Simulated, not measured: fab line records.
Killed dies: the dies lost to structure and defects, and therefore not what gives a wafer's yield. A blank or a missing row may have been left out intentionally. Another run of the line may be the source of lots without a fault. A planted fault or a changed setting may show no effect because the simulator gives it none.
One fault seen from 2 desks || flow gf180mcu || only its own numbers are on each desk; what lay behind them is given at the end

== THE TOOL OWNER'S DESK: implanter-03 ==
The tool's own readings at GF_DNWELL_IMPLANT_07: means of the sampled wafers that have a number, for each lot that ran on this tool. Marked OUT: a lot whose mean sits more than 4 standard deviations from the usual mean, which makes it out of limits; the brackets give that distance.
Columns: A = beam-energy-keV at GF_DNWELL_IMPLANT_07, usual 1500.2; B = tilt-deg at GF_DNWELL_IMPLANT_07, usual -0.005 degrees
{"lot": "L473", "first seen here": "day 3 14:31", "A": 1499.5, "B": -0.020}
{"lot": "L481", "first seen here": "day 5 11:22", "A": "1407.3 (-99 or more) OUT", "B": -0.026}
{"lot": "L482", "first seen here": "day 5 16:39", "A": "1407.2 (-99 or more) OUT", "B": 0.010}
This desk's finding: out of limits on L481, L482; first on L481, day 5 11:22 (beam-energy-keV at GF_DNWELL_IMPLANT_07). L473: within limits.

== METROLOGY DESK ==
What the gauges read, lot by lot, whatever tool the lot ran on: means of the sampled wafers that have a number. Marked OUT: a lot whose mean sits more than 4 standard deviations from the usual mean, which makes it out of limits; the brackets give that distance.
Columns: A = STI_OXIDATION_02_THK at GF_STI_THK_MEAS_30, usual 9.97 nm
{"lot": "L473", "first seen here": "day 3 02:08", "A": 9.93}
{"lot": "L479", "first seen here": "day 4 15:32", "A": 10.12}
{"lot": "L481", "first seen here": "day 4 21:29", "A": 10.11}
{"lot": "L482", "first seen here": "day 5 02:18", "A": 10.12}
{"lot": "L483", "first seen here": "day 5 07:59", "A": 10.14}
{"lot": "L487", "first seen here": "day 6 02:55", "A": 9.69}
Result from this desk: across the 6 lots, nothing is out of limits.

== PUT TOGETHER ==
At day 5 11:22, on L481, L482, the tool owner's desk was in a position to raise an alarm.
From the metrology desk's view, nothing was out of limits.
The metrology desk has L481, L482 on record, within its limits.
The lots listed all ran GF_DNWELL_IMPLANT_07 on implanter-03.

== WHAT THE SIMULATOR HAD INSERTED ==
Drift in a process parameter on implanter-03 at GF_DNWELL_IMPLANT_07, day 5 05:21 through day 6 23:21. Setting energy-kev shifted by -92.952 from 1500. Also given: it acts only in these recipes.
Lots struck among those shown: L481, L482.
Delay in hours, fault start to first out-of-limits reading, by desk: the tool owner's desk at 6.
